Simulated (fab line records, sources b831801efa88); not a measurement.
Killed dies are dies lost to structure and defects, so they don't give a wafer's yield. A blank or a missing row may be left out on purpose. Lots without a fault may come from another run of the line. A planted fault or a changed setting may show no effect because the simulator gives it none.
Which tool did it? | flow sky130 | 11 lots, 33 wafers sampled, at 4 steps of a route of 708

WHAT THE GAUGES READ, wafer by wafer
SKY_CAP2M_THK_MEAS_01.
lot  | measured     | on            | CAP2M_CVD_00_THK (nm)
L590 | day 41 00:07 | film_metro-03 | 15.35 15.09 15.28
L593 | day 42 01:04 | film_metro-03 | 15.30 15.75 15.41
L594 | day 42 13:44 | film_metro-03 | 15.68 15.58 15.58
L596 | day 42 22:18 | film_metro-01 | 15.56 15.21 15.42
L598 | day 43 10:14 | film_metro-01 | 15.19 15.75 15.46
L600 | day 43 20:31 | film_metro-01 | 15.60 15.62 15.63
L605 | day 45 10:52 | film_metro-01 | 15.48 15.33 15.84
L606 | day 45 16:02 | film_metro-02 | 8.95 14.86 15.25 8.95 14.87 15.23
L607 | day 46 13:10 | film_metro-03 | 8.90 9.53 15.38 8.92 9.53 15.39
L609 | day 46 14:35 | film_metro-02 | 15.40 15.19 15.77
L610 | day 46 19:08 | film_metro-01 | 15.74 15.37 15.95

WHICH TOOL RAN EACH LOT (tool, then ch and the chambers of the sampled wafers, then the start)
lot  | SKY_VIA3_CMP_02               | SKY_VIA3_ETCH_14                   | SKY_CAP2M_CVD_00
L590 | cmp-01 ch 1,2,3, day 39 20:50 | rie_diel-03 ch 0,2,3, day 40 22:34 | pecvd-01 ch 0,1,2, day 41 00:05
L593 | cmp-01 ch 0,2, day 40 22:34   | rie_diel-03 ch 0,2,3, day 41 23:31 | pecvd-02 ch 1,2, day 42 01:02
L594 | cmp-01 ch 0,1,2, day 41 11:44 | rie_diel-01 ch 2,3, day 42 12:11   | pecvd-02 ch 0,1,2, day 42 13:42
L596 | cmp-02 ch 1,2, day 41 21:01   | rie_diel-02 ch 0,1, day 42 20:46   | pecvd-04 ch 0,1, day 42 22:17
L598 | cmp-02 ch 0,1,2, day 42 08:50 | rie_diel-01 ch 0,2,3, day 43 08:35 | pecvd-01 ch 0,1,2, day 43 10:13
L600 | cmp-01 ch 0,2,3, day 42 19:22 | rie_diel-01 ch 0,1, day 43 18:58   | pecvd-04 ch 0,1,2, day 43 20:29
L605 | cmp-01 ch 0,3, day 44 05:06   | rie_diel-02 ch 0,3, day 45 09:17   | pecvd-02 ch 0,2, day 45 10:50
L606 | cmp-01 ch 1,2,3, day 44 16:48 | rie_diel-01 ch 1,2,3, day 45 14:29 | pecvd-01 ch 1,2, day 45 16:01
L607 | cmp-02 ch 2,3, day 45 13:49   | rie_diel-01 ch 0,1,2, day 46 11:38 | pecvd-01 ch 0,1,2, day 46 13:08
L609 | cmp-02 ch 0,1,3, day 45 14:10 | rie_diel-01 ch 0,1,3, day 46 12:31 | pecvd-02 ch 0,1,2, day 46 14:34
L610 | cmp-01 ch 0,1, day 45 19:06   | rie_diel-03 ch 1,2, day 46 16:32   | pecvd-02 ch 1,2, day 46 19:05
- SKY_VIA3_CMP_02: polishes SiO2.
- SKY_VIA3_ETCH_14: etches BARC in N2/H2, stops on SiO2, time 45.9 s, target depth 60 nm.
- SKY_CAP2M_CVD_00: deposits SiO2, target thk 15.5 nm.

THE ANSWER, worked out from the rows above alone
Rule: what is usual is taken from the lots themselves. Put in order of their means at a reading, lots are off if they are a third of the lots or fewer, leave a main group of 4 or more, and stand apart from it by a gap of 3 or more times the standard deviation of the main group's means; of several such gaps the widest counts. A main group whose means are all the same, to the digits that the tables above print for the reading, isn't used. A lot without any number at a reading at which 4 lots or more have one is off too. The other lots that the step has rows for count as sound.
Off: L606, L607, at SKY_CAP2M_THK_MEAS_01 (CAP2M_CVD_00_THK). The main group: mean 15.50 nm, standard deviation 0.13.
A tool fits if, at a process step before that reading, it ran every lot that is off, and no sound lot after the first of them. The gauges at SKY_CAP2M_THK_MEAS_01 are tried like those tools. One fits: pecvd-01 at SKY_CAP2M_CVD_00. Its last sound lot is L598 (day 43 10:13), its first lot that is off L606 (day 45 16:01): a fault that began between those two fits.

WHAT THE SIMULATOR HAD PUT IN
Process parameter drift: pecvd-01, from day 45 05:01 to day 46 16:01, at SKY_CAP2M_CVD_00. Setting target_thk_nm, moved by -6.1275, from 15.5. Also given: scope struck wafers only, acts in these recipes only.
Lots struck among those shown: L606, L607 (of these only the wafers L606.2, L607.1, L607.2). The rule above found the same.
